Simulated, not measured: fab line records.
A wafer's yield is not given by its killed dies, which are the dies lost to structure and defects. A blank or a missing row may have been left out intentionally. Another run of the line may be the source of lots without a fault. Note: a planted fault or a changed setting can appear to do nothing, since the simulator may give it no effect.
Chamber matching + flow sky130 + SKY_VIA4_CMP_21 on cmp-02 has 4 sister chambers
The step polishes, stops on SiO2, t overpolish 25 s, target thk 0 nm. 16 wafers are shown with their chamber, then 7 later ones without.

== WAFERS PAIRED WITH THEIR CHAMBERS ==
| wafer  | chamber | motorCurrentA (A) | timeToEndpointS (s) | overpolishRunS (s) |
|--------|---------|-------------------|---------------------|--------------------|
| L210.3 | 0       | 13.2              | 120                 | 25.009             |
| L210.4 | 3       | 9.2               | 118                 | 25.003             |
| L210.6 | 2       | 10.8              | 130                 | 25.005             |
| L212.4 | 3       | 9.8               | 119                 | 25.005             |
| L212.5 | 2       | 10.7              | 126                 | 24.997             |
| L212.6 | 3       | 9.3               | 117                 | 24.986             |
| L213.1 | 3       | 10.1              | 116                 | 24.999             |
| L213.2 | 2       | 10.4              | 126                 | 25.007             |
| L213.4 | 1       | 11.9              | 132                 | 24.995             |
| L214.1 | 0       | 12.5              | 124                 | 24.997             |
| L214.3 | 1       | 11.8              | 128                 | 25.001             |
| L214.6 | 1       | 11.0              | 131                 | 24.994             |
| L215.1 | 0       | 12.3              | 123                 | 24.999             |
| L215.2 | 2       | 10.7              | 124                 | 25.021             |
| L215.5 | 3       | 9.6               | 119                 | 25.010             |
| L217.1 | 0       | 13.1              | 119                 | 24.995             |

SIGNATURES (averages over the wafers above)
| reading         | chamber 0 | chamber 1 | chamber 2 | chamber 3 | scatter within a chamber |
|-----------------|-----------|-----------|-----------|-----------|--------------------------|
| motorCurrentA   | 12.775    | 11.567    | 10.650    | 9.600     | 0.377                    |
| timeToEndpointS | 121.50    | 130.33    | 126.50    | 117.80    | 2.07                     |
| overpolishRunS  | 25.00000  | 24.99667  | 25.00750  | 25.00060  | 0.00803                  |
Rule: a wafer's distance from a chamber is the root of the sum, over the readings, of the square of ((its reading less the chamber's mean) divided by the reading's scatter). If the next closest chamber is less than 2 further off than the closest, the wafer can't be placed; otherwise it belongs to the closest. The scatter: the root of (the sum of the squares of (reading less its chamber's mean) over the shown wafers, divided by (wafers less chambers)).

== WAFERS WITH NO CHAMBER GIVEN ==
| wafer  | motorCurrentA (A) | timeToEndpointS (s) | overpolishRunS (s) |
|--------|-------------------|---------------------|--------------------|
| L217.3 | 9.8               | 116                 | 25.003             |
| L231.1 | 10.4              | 122                 | 25.009             |
| L231.3 | 12.5              | 120                 | 25.016             |
| L231.4 | 11.7              | 130                 | 25.003             |
| L233.2 | 10.5              | 123                 | 25.014             |
| L233.3 | 11.4              | 126                 | 24.992             |
| L233.5 | 10.1              | 112                 | 24.998             |

== THE CHAMBER EACH PASSED THROUGH ==
| wafer  | from the rows above     | in truth |
|--------|-------------------------|----------|
| L217.3 | 3                       | 3        |
| L231.1 | can't be placed: 2 or 3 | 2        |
| L231.3 | 0                       | 0        |
| L231.4 | 1                       | 1        |
| L233.2 | can't be placed: 2 or 3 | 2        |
| L233.3 | can't be placed: 1 or 2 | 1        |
| L233.5 | 3                       | 3        |
Correctly placed: 4 of 7. Not placeable from these rows: 3 (in 3, the candidates include the true chamber). 0 placed wrongly.
